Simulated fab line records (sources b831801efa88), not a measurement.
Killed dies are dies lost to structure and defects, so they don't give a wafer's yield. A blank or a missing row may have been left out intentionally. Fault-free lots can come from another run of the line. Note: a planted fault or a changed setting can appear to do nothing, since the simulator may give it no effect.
Matching of chambers || flow sky130 || pecvd-01 running SKY_PASSIVATION_CVD_00: 3 sister chambers
The step deposits SiO2, target thk 90 nm. 24 wafers are shown with their chamber, then 12 later ones without.

== WAFERS WITH THEIR CHAMBER ==
{"wafer": "L074.1", "chamber": 1, "heaterPowerW (W)": 594}
{"wafer": "L074.2", "chamber": 2, "heaterPowerW (W)": 652}
{"wafer": "L074.3", "chamber": 2, "heaterPowerW (W)": 658}
{"wafer": "L074.4", "chamber": 1, "heaterPowerW (W)": 618}
{"wafer": "L074.5", "chamber": 2, "heaterPowerW (W)": 652}
{"wafer": "L074.6", "chamber": 1, "heaterPowerW (W)": 607}
{"wafer": "L076.1", "chamber": 1, "heaterPowerW (W)": 668}
{"wafer": "L076.2", "chamber": 2, "heaterPowerW (W)": 647}
{"wafer": "L076.4", "chamber": 1, "heaterPowerW (W)": 687}
{"wafer": "L083.1", "chamber": 2, "heaterPowerW (W)": 743}
{"wafer": "L083.2", "chamber": 0, "heaterPowerW (W)": 652}
{"wafer": "L083.4", "chamber": 0, "heaterPowerW (W)": 653}
{"wafer": "L085.1", "chamber": 1, "heaterPowerW (W)": 615}
{"wafer": "L085.2", "chamber": 2, "heaterPowerW (W)": 597}
{"wafer": "L085.3", "chamber": 0, "heaterPowerW (W)": 730}
{"wafer": "L085.4", "chamber": 2, "heaterPowerW (W)": 622}
{"wafer": "L085.5", "chamber": 0, "heaterPowerW (W)": 734}
{"wafer": "L085.6", "chamber": 1, "heaterPowerW (W)": 604}
{"wafer": "L084.2", "chamber": 0, "heaterPowerW (W)": 629}
{"wafer": "L084.4", "chamber": 0, "heaterPowerW (W)": 653}
{"wafer": "L084.5", "chamber": 2, "heaterPowerW (W)": 682}
{"wafer": "L088.2", "chamber": 1, "heaterPowerW (W)": 546}
{"wafer": "L088.4", "chamber": 0, "heaterPowerW (W)": 751}
{"wafer": "L088.5", "chamber": 1, "heaterPowerW (W)": 560}

SIGNATURES (averages over the wafers above)
{"reading": "heaterPowerW", "chamber 0": 686.00, "chamber 1": 611.00, "chamber 2": 656.62, "scatter within a chamber": 45.9}
Rule: a wafer lies at a distance from a chamber equal to the root of the sum of squares, over the readings, of (its reading less the chamber's mean, divided by the reading's scatter). The wafer belongs to the nearest chamber; if the next one is less than 2 further off, it can't be placed. How the scatter is found: for the shown wafers, subtract from each reading the mean of its chamber, square and add these, divide the total by (wafers less chambers), then take the root.

== WAFERS MISSING THEIR CHAMBER ==
{"wafer": "L089.3", "heaterPowerW (W)": 689}
{"wafer": "L089.4", "heaterPowerW (W)": 757}
{"wafer": "L089.6", "heaterPowerW (W)": 712}
{"wafer": "L090.3", "heaterPowerW (W)": 633}
{"wafer": "L090.5", "heaterPowerW (W)": 768}
{"wafer": "L090.6", "heaterPowerW (W)": 646}
{"wafer": "L091.2", "heaterPowerW (W)": 653}
{"wafer": "L091.4", "heaterPowerW (W)": 698}
{"wafer": "L091.6", "heaterPowerW (W)": 765}
{"wafer": "L096.3", "heaterPowerW (W)": 585}
{"wafer": "L096.4", "heaterPowerW (W)": 703}
{"wafer": "L096.5", "heaterPowerW (W)": 679}

== WHICH CHAMBER EACH ONE RAN IN ==
{"wafer": "L089.3", "from the rows above": "can't be placed: 0 or 2 or 1", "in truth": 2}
{"wafer": "L089.4", "from the rows above": "can't be placed: 0 or 2 or 1", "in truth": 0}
{"wafer": "L089.6", "from the rows above": "can't be placed: 0 or 2 or 1", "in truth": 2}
{"wafer": "L090.3", "from the rows above": "can't be placed: 1 or 2 or 0", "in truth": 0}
{"wafer": "L090.5", "from the rows above": "can't be placed: 0 or 2 or 1", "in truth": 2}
{"wafer": "L090.6", "from the rows above": "can't be placed: 2 or 1 or 0", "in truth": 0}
{"wafer": "L091.2", "from the rows above": "can't be placed: 2 or 0 or 1", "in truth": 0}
{"wafer": "L091.4", "from the rows above": "can't be placed: 0 or 2 or 1", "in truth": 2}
{"wafer": "L091.6", "from the rows above": "can't be placed: 0 or 2 or 1", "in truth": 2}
{"wafer": "L096.3", "from the rows above": "can't be placed: 1 or 2 or 0", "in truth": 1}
{"wafer": "L096.4", "from the rows above": "can't be placed: 0 or 2 or 1", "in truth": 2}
{"wafer": "L096.5", "from the rows above": "can't be placed: 0 or 2 or 1", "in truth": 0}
0 of 12 placed correctly. Not placeable from these rows: 12 (in 12, the candidates include the true chamber). Wrongly placed: 0.
